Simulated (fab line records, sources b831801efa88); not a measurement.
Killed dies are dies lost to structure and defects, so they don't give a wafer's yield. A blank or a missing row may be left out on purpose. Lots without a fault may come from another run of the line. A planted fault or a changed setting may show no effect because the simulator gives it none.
fab line records | flow sky130
record lots=9 wafers=26 last_day=50
route steps=708 shown VIA3@587 METAL4@600 CAP2M@605 PAD_OPEN@708
lots that met no fault: from a run of the same line without faults
start_h: hours from the record's first day to the start of the lot's first wafer shown | wait_h: hours since the lot's step before | " the same as in the row above | L1.1+2: a row that stands for several wafers | - no value, or no start given | * or withheld: withheld | < > ~ a bound
route shown NAME@n: a module of which the file shows steps, and the number in the route of the first | usual: mean/standard deviation of fault-free wafers | same: alike in all rows | chamber/n: place in a boat | sites: the reading at each site | _std_site: their standard deviation | _edge_site: outer sites' mean less inner sites' | radius_mm: how far each site lies from the wafer's centre | mask NAME#n: copy n | behind: the tool/chamber that last shaped the wafer | hold: why the lot was held/for how many hours/how that ended | device: the transistor (n, p or np) that didn't switch | end of line: the same wafers' tests at the end of the route | a step without rows: its recipe alone | killed: dies lost to structure and defects at the first sort, not the wafer's yield | map: a wafer's dies, x killed, . not, _ none there
set.NAME: the setting as run; set.NAME@STEP: as run at that earlier step | model.NAME: the simulator's own value behind a step, which no gauge read
steps of the route over a sample of lots; a table a step, a row a wafer
services: from which hour (start_h, from the record's first day; less than 0 if before it) a tool's chamber was out of use, for how many hours, and why
## steps
# step SKY_VIA3_ETCH_14
# recipe chemistry=N2/H2 target=BARC ion_energy_ev=192.3 source_w=500 bias_w=100 pressure_mtorr=30 n2_flow_sccm=100 h2_flow_sccm=200 stop_on=SiO2 time_s=45.9 target_depth_a=600
# usual drypump_motor_current_A=5.6/0.44 h2_flow_sccm=200.0/0.62 oes_product_au=0.855/0.0053 throttle_valve_pct=13.225/0.0085
# columns lot.wafer tool chamber start_h wait_h drypump_motor_current_A h2_flow_sccm oes_product_au rf_hours_counter_h throttle_valve_pct
L129.2 rie_diel-03 0 938.63 0.0 5.9 201.3 0.849 3 13.234
L129.3 " 3 " " 6.0 200.0 0.850 17 13.225
L129.5 " 1 " " 5.5 199.8 0.852 - 13.219
L132.1 rie_diel-01 1 977.24 0.0 5.4 199.8 0.848 25 13.229
L132.2 " 3 " " 5.5 200.1 0.860 25 13.232
L132.6 " 3 " " 5.5 200.3 0.859 - 13.218
L133.2 rie_diel-03 2 981.61 0.0 5.1 201.0 0.857 12 13.241
L133.3 " 1 " " 5.5 200.4 0.854 15 13.228
L133.6 " 2 " " 5.1 200.3 0.851 - 13.216
L135.3 rie_diel-03 2 986.78 0.0 5.1 200.2 0.852 12 13.231
L135.5 " 1 " " 5.5 199.9 0.850 - 13.219
L135.6 " 0 " " 5.9 201.0 0.863 - 13.239
L140.1 rie_diel-01 1 1029.88 0.0 5.4 200.4 0.854 27 13.224
L140.4 " 0 " " 4.8 199.9 0.852 28 13.243
L141.1 rie_diel-01 1 1036.19 0.0 5.4 199.8 0.860 27 13.230
L141.2 " 3 " " 5.5 200.9 0.866 27 13.227
L141.5 " 2 " " 6.1 200.8 0.862 - 13.233
L145.2 rie_diel-03 0 1053.51 0.0 5.9 200.2 0.854 7 13.229
L145.5 " 0 " " 5.9 201.1 0.856 - 13.227
L145.6 " 1 " " 5.5 199.5 0.852 - 13.233
L149.3 rie_diel-01 2 1082.53 0.0 6.1 200.7 0.856 30 13.231
L149.4 " 3 " " 5.6 200.6 0.863 - 13.218
L149.5 " 2 " " 6.1 200.6 0.861 - 13.211
L148.3 rie_diel-02 3 1082.86 0.0 5.9 199.4 0.848 14 13.220
L148.4 " 2 " " 5.5 200.3 0.849 17 13.232
L148.5 " 1 " " 6.4 199.7 0.852 - 13.237
# step SKY_VIA3_STRIP_16
# recipe chemistry=O2/N2 power_w=1400 pressure_mtorr=1500 platen_temp_c=withheld o2_flow_sccm=3000 n2_flow_sccm=300 overash_fraction=0.5
# usual drypump_motor_current_A=5.7/0.31 oes_product_au=0.402/0.0049 strip_time_to_endpoint_s=4.13/0.033
# columns lot.wafer tool chamber start_h wait_h drypump_motor_current_A oes_product_au rf_hours_counter_h strip_time_to_endpoint_s
L129.2 plasma_asher-03 0 938.73 0.0 5.1 0.403 20 4.13
L129.3 " 0 " " 5.1 0.401 - 4.09
L129.5 " 0 " " 5.2 0.398 - 4.14
L132.1 plasma_asher-04 0 977.34 0.0 6.2 0.395 119 4.09
L132.2 " 1 " " 5.8 0.398 119 4.16
L132.6 " 0 " " 6.2 0.402 - 4.14
L133.2 plasma_asher-04 0 981.71 0.0 6.2 0.403 119 4.11
L133.3 " 0 " " 6.2 0.401 - 4.11
L133.6 " 0 " " 6.2 0.403 - 4.11
L135.3 plasma_asher-03 0 986.91 0.1 5.1 0.395 - 4.12
L135.5 " 1 " " 5.7 0.397 - 4.11
L135.6 " 0 " " 5.1 0.406 - 4.13
L140.1 plasma_asher-02 0 1029.98 0.0 5.6 0.398 83 4.13
L140.4 " 0 " " 5.6 0.404 - 4.17
L141.1 plasma_asher-04 0 1036.29 0.0 6.3 0.405 124 4.09
L141.2 " 1 " " 5.8 0.401 124 4.13
L141.5 " 1 " " 5.8 0.399 - 4.10
L145.2 plasma_asher-04 1 1053.61 0.0 5.8 0.400 125 4.13
L145.5 " 1 " " 5.8 0.403 - 4.14
L145.6 " 0 " " 6.2 0.404 - 4.12
L149.3 plasma_asher-02 1 1082.66 0.1 5.5 0.404 - 4.12
L149.4 " 0 " " 5.6 0.404 - 4.21
L149.5 " 0 " " 5.6 0.409 - 4.14
L148.3 plasma_asher-04 0 1082.99 0.1 6.2 0.402 - 4.16
L148.4 " 1 " " 5.8 0.406 - 4.16
L148.5 " 1 " " 5.8 0.413 - 4.18
# step SKY_METAL4_SPUTTER_02
# recipe material=AlCu target_thk_nm=735 power_w=10600 time_s=39.1 chamber_pressure_pa=0.4
# usual chamber_pressure_pa=0.3999/0.0008 throttle_valve_pct=30.1/0.85
# columns lot.wafer tool chamber start_h wait_h chamber_pressure_pa throttle_valve_pct
L129.2 pvd_sputter-03 - 940.12 0.0 0.4011 30.1
L129.3 " - " " 0.4009 29.2
L129.5 " - " " 0.4012 29.6
L132.1 pvd_sputter-02 - 978.65 0.0 0.4006 30.3
L132.2 " - " " 0.3991 28.3
L132.6 " - " " 0.3991 30.1
L133.2 pvd_sputter-01 - 983.02 0.0 0.3997 30.8
L133.3 " - " " 0.4006 29.5
L133.6 " - " " 0.3997 31.2
L135.3 pvd_sputter-03 - 988.18 0.0 0.3997 29.7
L135.5 " - " " 0.3995 29.1
L135.6 " - " " 0.4004 29.5
L140.1 pvd_sputter-01 - 1031.56 0.0 0.4000 30.7
L140.4 " - " " 0.3995 29.6
L141.1 pvd_sputter-01 - 1038.48 0.0 0.4004 30.7
L141.2 " - " " 0.4012 29.4
L141.5 " - " " 0.3997 30.2
L145.2 pvd_sputter-01 - 1054.91 0.0 0.3985 30.7
L145.5 " - " " 0.3992 31.4
L145.6 " - " " 0.3996 29.5
L149.3 pvd_sputter-01 - 1083.98 0.0 0.3994 29.4
L149.4 " - " " 0.3987 30.8
L149.5 " - " " 0.3992 30.7
L148.3 pvd_sputter-02 - 1084.40 0.0 0.4009 31.3
L148.4 " - " " 0.3991 30.7
L148.5 " - " " 0.4011 31.4
# step SKY_CAP2M_SPUTTER_02
# recipe material=TiN target_thk_nm=200 temp_c=300 power_w=6500 time_s=166.7 chamber_pressure_pa=0.4
# usual chamber_pressure_pa=0.4000/0.00088 throttle_valve_pct=29.9/0.87
# columns lot.wafer tool chamber start_h wait_h chamber_pressure_pa throttle_valve_pct
L129.2 pvd_sputter-02 - 940.32 0.0 0.4006 30.7
L129.3 " - " " 0.3998 30.1
L129.5 " - " " 0.4003 28.6
L132.1 pvd_sputter-04 - 978.84 0.1 0.3990 28.8
L132.2 " - " " 0.4010 31.0
L132.6 " - " " 0.3987 29.0
L133.2 pvd_sputter-04 - 983.21 0.0 0.4004 29.1
L133.3 " - " " 0.3990 29.0
L133.6 " - " " 0.3995 29.2
L135.3 pvd_sputter-02 - 988.37 0.0 0.3991 30.9
L135.5 " - " " 0.3994 30.8
L135.6 " - " " 0.3990 30.2
L140.1 pvd_sputter-02 - 1031.75 0.1 0.3994 30.3
L140.4 " - " " 0.4023 30.6
L141.1 pvd_sputter-04 - 1038.68 0.1 0.4008 28.9
L141.2 " - " " 0.4005 30.9
L141.5 " - " " 0.3989 28.9
L145.2 pvd_sputter-02 - 1055.10 0.0 0.4001 28.8
L145.5 " - " " 0.4008 30.8
L145.6 " - " " 0.4002 28.5
L149.3 pvd_sputter-04 - 1084.18 0.0 0.3984 30.9
L149.4 " - " " 0.3999 30.2
L149.5 " - " " 0.3994 31.1
L148.3 pvd_sputter-04 - 1084.59 0.0 0.3999 31.0
L148.4 " - " " 0.4013 29.0
L148.5 " - " " 0.3993 29.3
# step SKY_CAP2M_RS_MEAS_03
# recipe thk_meas_gauge=four-point-probe reads=TiN_of_CAP2M_SPUTTER_02
# usual CAP2M_TIN_RS=6.94/0.095
# columns lot.wafer tool chamber start_h wait_h CAP2M_TIN_RS[ohm/sq]
L129.2 film_metro-04 - 940.45 0.1 6.84
L129.3 " - " " 6.70
L129.5 " - " " 6.80
L132.1 film_metro-01 - 978.95 0.1 6.95
L132.2 " - " " 6.85
L132.6 " - " " 6.94
L133.2 film_metro-04 - 983.34 0.1 7.01
L133.3 " - " " 7.10
L133.6 " - " " 7.10
L135.3 film_metro-04 - 988.52 0.1 7.08
L135.5 " - " " 7.11
L135.6 " - " " 7.08
L140.1 film_metro-01 - 1031.86 0.1 6.82
L140.4 " - " " 6.95
L141.1 film_metro-02 - 1038.79 0.1 6.94
L141.2 " - " " 6.77
L141.5 " - " " 6.94
L145.2 film_metro-01 - 1055.23 0.1 6.32
L145.5 " - " " 6.91
L145.6 " - " " 6.33
L149.3 film_metro-04 - 1084.33 0.1 6.80
L149.4 " - " " 7.01
L149.5 " - " " 6.84
L148.3 film_metro-02 - 1084.74 0.1 6.83
L148.4 " - " " 6.88
L148.5 " - " " 6.90
# step SKY_CAP2M_THK_MEAS_04
# recipe thk_meas_gauge=xrf reads=TiN_of_CAP2M_SPUTTER_02
# usual CAP2M_TIN_THK=196.0/2.8
# columns lot.wafer tool chamber start_h wait_h CAP2M_TIN_THK[nm]
L129.2 film_metro-04 - 940.56 0.1 199.1
L129.3 " - " " 202.7
L129.5 " - " " 200.2
L132.1 film_metro-01 - 979.07 0.1 196.3
L132.2 " - " " 199.1
L132.6 " - " " 196.6
L133.2 film_metro-04 - 983.45 0.1 194.2
L133.3 " - " " 191.6
L133.6 " - " " 192.9
L135.3 film_metro-04 - 988.62 0.1 193.0
L135.5 " - " " 192.1
L135.6 " - " " 192.8
L140.1 film_metro-01 - 1031.98 0.1 197.8
L140.4 " - " " 195.9
L141.1 film_metro-02 - 1038.91 0.1 196.6
L141.2 " - " " 201.8
L141.5 " - " " 196.2
L145.2 film_metro-01 - 1055.34 0.1 215.3
L145.5 " - " " 196.6
L145.6 " - " " 214.7
L149.3 film_metro-04 - 1084.43 0.1 201.0
L149.4 " - " " 195.5
L149.5 " - " " 199.6
L148.3 film_metro-02 - 1084.84 0.1 199.3
L148.4 " - " " 197.2
L148.5 " - " " 196.8
# step SKY_CAP2M_METAL_ETCH_13
# recipe target_depth_nm=220 stop_on=SiO2 chemistry=Cl2/BCl3 target=TiN pressure_mtorr=10 icp_w=900 bias_w=48.5 Cl2_flow_sccm=60 bcl3_flow_sccm=30 time_s=62.9
# usual drypump_motor_current_A=6.0/0.47 oes_product_au=0.940/0.0088 throttle_valve_pct=21.903/0.011
# columns lot.wafer tool chamber start_h wait_h drypump_motor_current_A oes_product_au rf_hours_counter_h throttle_valve_pct
L129.2 rie_metal-04 0 964.84 0.0 6.1 0.948 5 21.913
L129.3 " 1 " " 6.3 0.955 - 21.882
L129.5 " 0 " " 6.1 0.951 - 21.899
L132.1 rie_metal-02 1 1002.00 0.0 5.5 0.944 13 21.900
L132.2 " 0 " " 6.2 0.949 21 21.899
L132.6 " 1 " " 5.5 0.944 - 21.910
L133.2 rie_metal-02 0 1006.46 0.0 6.2 0.930 21 21.903
L133.3 " 1 " " 5.4 0.926 - 21.910
L133.6 " 0 " " 6.2 0.924 - 21.905
L135.3 rie_metal-01 0 1011.73 0.0 6.8 0.920 - 21.910
L135.5 " 1 " " 5.3 0.934 - 21.915
L135.6 " 0 " " 6.8 0.921 - 21.917
L140.1 rie_metal-01 1 1054.16 0.0 5.3 0.950 13 21.880
L140.4 " 1 " " 5.3 0.940 - 21.901
L141.1 rie_metal-01 1 1059.74 0.0 5.3 0.937 13 21.906
L141.2 " 0 " " 6.8 0.944 16 21.894
L141.5 " 1 " " 5.3 0.939 - 21.890
L145.2 rie_metal-01 0 1077.10 0.0 6.7 0.996 17 21.876
L145.5 " 1 " " 5.3 0.941 - 21.901
L145.6 " 0 " " 6.8 0.990 - 21.857
L149.3 rie_metal-04 1 1104.38 0.0 6.2 0.956 - 21.899
L149.4 " 0 " " 6.1 0.934 - 21.916
L149.5 " 1 " " 6.3 0.957 - 21.897
L148.3 rie_metal-04 1 1104.68 0.0 6.3 0.956 - 21.877
L148.4 " 0 " " 6.1 0.946 - 21.910
L148.5 " 0 " " 6.1 0.936 - 21.898
# step SKY_PAD_OPEN_PROBE_99
# usual defect_limited_yield=82.4/2 killed_at_M0_to_M3=43/7 killed_at_M4_up=3.3/1.8 killed_at_contacts=24/6.2 killed_at_front_end=16/4.7 killed_at_other=0.4/0.58 killed_dies=87/10 killed_open=47/6.4 killed_short=39/7 sort_bin_3_pad_short=0.9/0.35 sort_bin_5_function=10.3/1.5 sort_bin_6_memory=6.4/1.2 sort_n_pass=406/9.9 sort_yield_pct=82.5/2
# same gross_dies=492 killed_at_back_side=0 sort_bin_4_leakage[%]=0 sort_bin_8_speed[%]=0
# columns lot.wafer tool chamber start_h wait_h defect_limited_yield[%] killed_at_M0_to_M3 killed_at_M4_up killed_at_contacts killed_at_front_end killed_at_other killed_dies killed_open killed_short sort_bin_3_pad_short[%] sort_bin_5_function[%] sort_bin_6_memory[%] sort_n_pass sort_yield_pct[%]
L129.2 prober-01 - 1085.48 0.1 83.3 43 2 22 14 1 82 46 35 0.8 10.2 5.7 410 83.3
L129.3 prober-01 - 1085.53 0.2 82.5 41 3 17 24 1 86 50 35 1.0 9.8 6.7 406 82.5
L129.5 prober-01 - 1085.63 0.2 81.3 36 7 29 19 1 92 51 40 1.2 10.8 6.7 400 81.3
L140.1 prober-02 - 1160.52 0.1 84.1 42 2 26 8 0 78 48 30 0.6 7.9 7.3 414 84.1
L140.4 prober-02 - 1160.67 0.2 81.9 45 3 26 14 1 89 49 39 1.0 12.0 5.1 403 81.9
L141.1 prober-01 - 1165.66 0.1 85.6 31 4 20 16 0 71 43 27 1.0 9.1 4.3 421 85.6
L141.2 prober-01 - 1165.71 0.1 80.7 43 7 22 23 0 95 51 40 0.8 13.8 4.7 397 80.7
L141.5 prober-01 - 1165.86 0.2 82.9 35 5 22 22 0 84 41 42 0.6 11.0 5.5 408 82.9
L149.3 prober-02 - 1201.84 0.2 85.8 44 2 10 14 0 70 41 29 0.6 7.1 6.5 422 85.8
L149.4 prober-02 - 1201.89 0.2 81.9 47 1 24 17 0 89 51 38 0.8 11.0 6.3 403 81.9
L149.5 prober-02 - 1201.94 0.2 82.5 34 3 25 23 1 86 45 41 0.6 11.8 5.1 406 82.5
# killed by level:class
L129.2 VIA1:geometric_particle:open=12 CONTACT:geometric_particle:open=9 VIA2:geometric_particle:open=7 VIA3:geometric_particle:open=6 FIELD_ISO:geometric_particle:short=5 VIA1:geometric_particle:short=5 CONTACT:geometric_particle:short=4 METAL1:geometric_particle:short=4
L129.3 VIA2:geometric_particle:open=10 LI_CONTACT:geometric_particle:open=9 VIA1:geometric_particle:open=9 POLY_GATE:geometric_particle:short=6 POLY_GATE:geometric_particle:open=5 METAL2:geometric_particle:short=5 FIELD_ISO:geometric_particle:short=4 VIA3:geometric_particle:open=4
L129.5 CONTACT:geometric_particle:open=11 VIA1:geometric_particle:open=11 FIELD_ISO:geometric_particle:open=6 METAL2:geometric_particle:short=6 CONTACT:geometric_particle:short=6 LI_CONTACT:geometric_particle:open=5 METAL4:geometric_particle:short=5 FIELD_ISO:geometric_particle:short=4
L140.1 CONTACT:geometric_particle:open=10 LI_CONTACT:geometric_particle:open=8 METAL2:geometric_particle:short=8 VIA2:geometric_particle:open=8 VIA1:geometric_particle:open=6 VIA2:geometric_particle:short=4 METAL1:geometric_particle:open=4 VIA1:geometric_particle:short=4
L140.4 VIA1:geometric_particle:open=10 CONTACT:geometric_particle:open=9 LI_CONTACT:geometric_particle:open=8 VIA2:geometric_particle:open=6 VIA1:geometric_particle:short=5 METAL2:geometric_particle:short=5 LOCAL_INTERCONNECT:geometric_particle:short=4 METAL1:geometric_particle:short=4
L141.1 VIA1:geometric_particle:open=10 VIA2:geometric_particle:open=6 LI_CONTACT:geometric_particle:open=6 POLY_GATE:geometric_particle:open=4 POLY_GATE:geometric_particle:short=4 CONTACT:geometric_particle:short=4 CONTACT:geometric_particle:open=4 FIELD_ISO:geometric_particle:open=3
L141.2 VIA1:geometric_particle:open=15 CONTACT:geometric_particle:open=9 FIELD_ISO:geometric_particle:short=7 FIELD_ISO:geometric_particle:open=6 METAL1:geometric_particle:short=6 METAL2:geometric_particle:short=5 VIA2:geometric_particle:open=5 METAL4:geometric_particle:short=5
L141.5 VIA1:geometric_particle:open=8 FIELD_ISO:geometric_particle:open=6 POLY_GATE:geometric_particle:short=6 CONTACT:geometric_particle:open=6 VIA2:geometric_particle:open=6 LI_CONTACT:geometric_particle:open=5 CONTACT:geometric_particle:short=5 FIELD_ISO:geometric_particle:short=4
L149.3 VIA1:geometric_particle:open=12 VIA3:geometric_particle:open=7 VIA2:geometric_particle:open=6 VIA1:geometric_particle:short=5 VIA2:geometric_particle:short=5 FIELD_ISO:geometric_particle:open=4 FIELD_ISO:geometric_particle:short=3 POLY_GATE:geometric_particle:short=3
L149.4 VIA1:geometric_particle:open=13 VIA2:geometric_particle:open=9 CONTACT:geometric_particle:open=8 LI_CONTACT:geometric_particle:open=6 VIA1:geometric_particle:short=6 CONTACT:geometric_particle:short=5 METAL1:geometric_particle:short=5 FIELD_ISO:geometric_particle:open=4
L149.5 CONTACT:geometric_particle:open=9 VIA1:geometric_particle:open=9 FIELD_ISO:geometric_particle:short=7 CONTACT:geometric_particle:short=6 POLY_GATE:geometric_particle:open=5 METAL1:geometric_particle:short=5 VIA2:geometric_particle:open=5 SPACER:geometric_particle:open=4
## services
# columns tool chamber start_h hours kind
rie_diel-02 - 917.63 0.2 repair
rie_diel-01 3 921.82 28.7 repair
pvd_sputter-03 - 924.89 2.9 repair
pvd_sputter-01 - 954.81 4.3 repair
plasma_asher-02 - 971.16 7.6 repair
rie_metal-04 1 988.97 15.5 repair
rie_diel-03 3 999.98 4.8 repair
plasma_asher-04 - 1007.79 15.6 pm
rie_metal-02 - 1010.42 26.5 repair
plasma_asher-03 - 1020.87 14.6 pm
rie_diel-01 2 1025.07 4.6 repair
rie_metal-04 - 1048.09 2.8 pm
pvd_sputter-04 - 1048.40 6.9 repair
plasma_asher-04 - 1055.25 9.0 pm
pvd_sputter-02 - 1064.26 5.3 repair
rie_metal-04 - 1064.56 0.1 repair
rie_diel-03 - 1068.13 15.6 pm
rie_diel-01 3 1068.50 4.0 repair
rie_metal-04 0 1076.83 11.8 repair
pvd_sputter-01 - 1093.31 1.3 repair
rie_diel-03 1 1096.36 1.8 repair
rie_diel-03 0 1099.12 3.5 repair
plasma_asher-03 - 1101.11 2.6 repair
rie_diel-03 - 1101.18 2.8 pm
## key
first_sign step=SKY_CAP2M_RS_MEAS_03 reading=CAP2M_TIN_RS direction=down sigmas=6.5 usual=6.94 struck=6.32
effect step=SKY_CAP2M_THK_MEAS_04 reading=CAP2M_TIN_THK direction=up sigmas=6.8 usual=196.0 struck=215.0
effect step=SKY_CAP2M_METAL_ETCH_13 reading=oes_product_au direction=up sigmas=6 usual=0.940 struck=0.993
met_at SKY_CAP2M_SPUTTER_02
struck_lots L145
struck_wafers L145.2,L145.6
not_acting_at SKY_VIA3_ETCH_14,SKY_VIA3_STRIP_16,SKY_METAL4_SPUTTER_02
onset_between 940.32 1055.10
fault kind=process_parameter_drift tool=pvd_sputter-02 chamber=- onset_h=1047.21 steps=SKY_CAP2M_SPUTTER_02 channel=target_thk_nm offset=20.247 shape=step end_h=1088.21 acts_in=these_recipes_only stated=200 scope=struck_wafers_only
